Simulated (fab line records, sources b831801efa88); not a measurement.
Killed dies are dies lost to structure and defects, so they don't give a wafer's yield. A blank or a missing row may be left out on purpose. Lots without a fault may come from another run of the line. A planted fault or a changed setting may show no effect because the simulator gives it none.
A struck lot beside a sound one | flow sky130 | 43 steps out of a route of 708
Sound: wafers L125.3, L125.5, L125.6. Struck: wafer L141.5. (L141.2, L141.4 of the same lot were not struck and are left out.) The cause comes at the end.
At each step with rows: each side's tool, then ch and its chambers, then its first start. Under that, the readings that differ: sound wafers | struck wafers | difference of the means | sigmas: that difference in standard deviations of wafers without a fault.
alike: readings whose means differ by less than 2 such deviations, and words and numbers that are the same on both sides. not compared: withheld readings, readings that some wafer has no value for, bounds like >300 that may hide the same value, and numbers for which the record gives no deviation and whose values overlap.
The two part at a step that has a row with sigmas, a row that says differs or no value, or rows on one side only. Numbers that don't overlap but have no deviation are shown without sigmas and don't part them. A reading that every wafer of one side lacks parts them only if that side has two wafers or more.

first, 1 step without rows for these wafers: SKY_LDD_P_IMPLANT_09.
SKY_LDD_P_STRIP_10: strips in O2/N2.
  sound on plasma_asher-03 ch 0,1, day 20 05:59; struck on plasma_asher-02 ch 0, day 26 07:32
  alike: drypump_motor_current_A, oes_product_au, strip_time_to_endpoint_s
  not compared: rf_hours_counter_h
SKY_LDD_P_TW_MEAS_11:
  sound on film_metro-04, day 20 06:04; struck on film_metro-03, day 26 07:39
  alike: LDD_P_TW
then, 7 steps without rows for these wafers: SKY_LDD_HVN_DEHYDRATE_00 (time 60 s); SKY_LDD_HVN_HMDS_01 (prime time 60 s); SKY_LDD_HVN_COAT_02 (resist thk 300 nm); SKY_LDD_HVN_SOFTBAKE_03 (time 60 s); SKY_LDD_HVN_EXPOSE_04 (exposes mask HVNTM, target cd 700 nm); SKY_LDD_HVN_PEB_05; SKY_LDD_HVN_DEVELOP_06 (develop time 60 s).
SKY_LDD_HVN_OVL_MEAS_07:
  sound on overlay-01, day 21 12:48; struck on overlay-01, day 27 12:14
  alike: LDD_HVN_OVL
then, 1 step without rows for these wafers: SKY_LDD_HVN_IMPLANT_08.
SKY_LDD_HVN_STRIP_09: strips in O2/N2.
  sound on plasma_asher-04 ch 0,1, day 21 13:01; struck on plasma_asher-03 ch 1, day 27 12:25
  alike: drypump_motor_current_A, oes_product_au, strip_time_to_endpoint_s
  not compared: rf_hours_counter_h
SKY_LDD_HVN_TW_MEAS_10:
  sound on film_metro-04, day 21 13:05; struck on film_metro-04, day 27 12:32
  alike: LDD_HVN_TW
then, 7 steps without rows for these wafers: SKY_LDD_HVP_DEHYDRATE_00 (time 60 s); SKY_LDD_HVP_HMDS_01 (prime time 60 s); SKY_LDD_HVP_COAT_02 (resist thk 300 nm); SKY_LDD_HVP_SOFTBAKE_03 (time 60 s); SKY_LDD_HVP_EXPOSE_04 (exposes mask HVPTM, target cd 700 nm); SKY_LDD_HVP_PEB_05; SKY_LDD_HVP_DEVELOP_06 (develop time 60 s).
SKY_LDD_HVP_OVL_MEAS_07:
  sound on overlay-01, day 22 20:24; struck on overlay-02, day 28 16:50
  alike: LDD_HVP_OVL
then, 1 step without rows for these wafers: SKY_LDD_HVP_IMPLANT_08.
SKY_LDD_HVP_STRIP_09: strips in O2/N2.
  sound on plasma_asher-03 ch 0,1, day 22 20:37; struck on plasma_asher-02 ch 1, day 28 17:01
  alike: drypump_motor_current_A, oes_product_au, strip_time_to_endpoint_s
  not compared: rf_hours_counter_h
SKY_LDD_HVP_TW_MEAS_10:
  sound on film_metro-04, day 22 20:41; struck on film_metro-04, day 28 17:08
  alike: LDD_HVP_TW
then, 7 steps without rows for these wafers: SKY_LDD_LDN_DEHYDRATE_00 (time 60 s); SKY_LDD_LDN_HMDS_01 (prime time 60 s); SKY_LDD_LDN_COAT_02 (resist thk 1140 nm); SKY_LDD_LDN_SOFTBAKE_03 (time 60 s); SKY_LDD_LDN_EXPOSE_04 (exposes mask LDNTM, target cd 700 nm); SKY_LDD_LDN_PEB_05; SKY_LDD_LDN_DEVELOP_06 (develop time 60 s).
SKY_LDD_LDN_OVL_MEAS_07:
  sound on overlay-01, day 24 02:36; struck on overlay-01, day 29 20:39
  alike: LDD_LDN_OVL
then, 4 steps without rows for these wafers: SKY_LDD_LDN_IMPLANT_08; SKY_LDD_LDN_IMPLANT_09; SKY_LDD_LDN_IMPLANT_10; SKY_LDD_LDN_IMPLANT_11.
SKY_LDD_LDN_STRIP_12: strips in O2/N2.
  sound on plasma_asher-01 ch 0,1, day 24 03:16; struck on plasma_asher-01 ch 0, day 29 21:17
  alike: drypump_motor_current_A, oes_product_au, strip_time_to_endpoint_s
  not compared: rf_hours_counter_h
SKY_LDD_LDN_TW_MEAS_13:
  sound on film_metro-03, day 24 03:21; struck on film_metro-03, day 29 21:23
  alike: LDD_LDN_TW
then, 2 steps without rows for these wafers: SKY_LDD_LDN_CLEAN_14 (cleans in SC1/SC2, time 150 s); SKY_SPACER_CVD_00 (deposits Si3N4 from DCS/NH3, target thk 43.1 nm, time 740 s).
SKY_SPACER_THK_MEAS_01:
  sound on film_metro-04, day 24 15:17; struck on film_metro-04, day 29 23:25
  alike: SPACER_CVD_00_THK
-- the record jumps here: 20 days lie between the struck wafers' starts before and after (it left off in module SPACER and takes up again in module PAD_OPEN, whose first step shown is number 708 of the route) --
SKY_PAD_OPEN_PROBE_99:
  the record has rows for the struck wafers here (prober-01, day 50 08:37) and none for the sound ones

WHERE THEY PART
Only at SKY_PAD_OPEN_PROBE_99, within this record.

WHY: what the simulator had put in
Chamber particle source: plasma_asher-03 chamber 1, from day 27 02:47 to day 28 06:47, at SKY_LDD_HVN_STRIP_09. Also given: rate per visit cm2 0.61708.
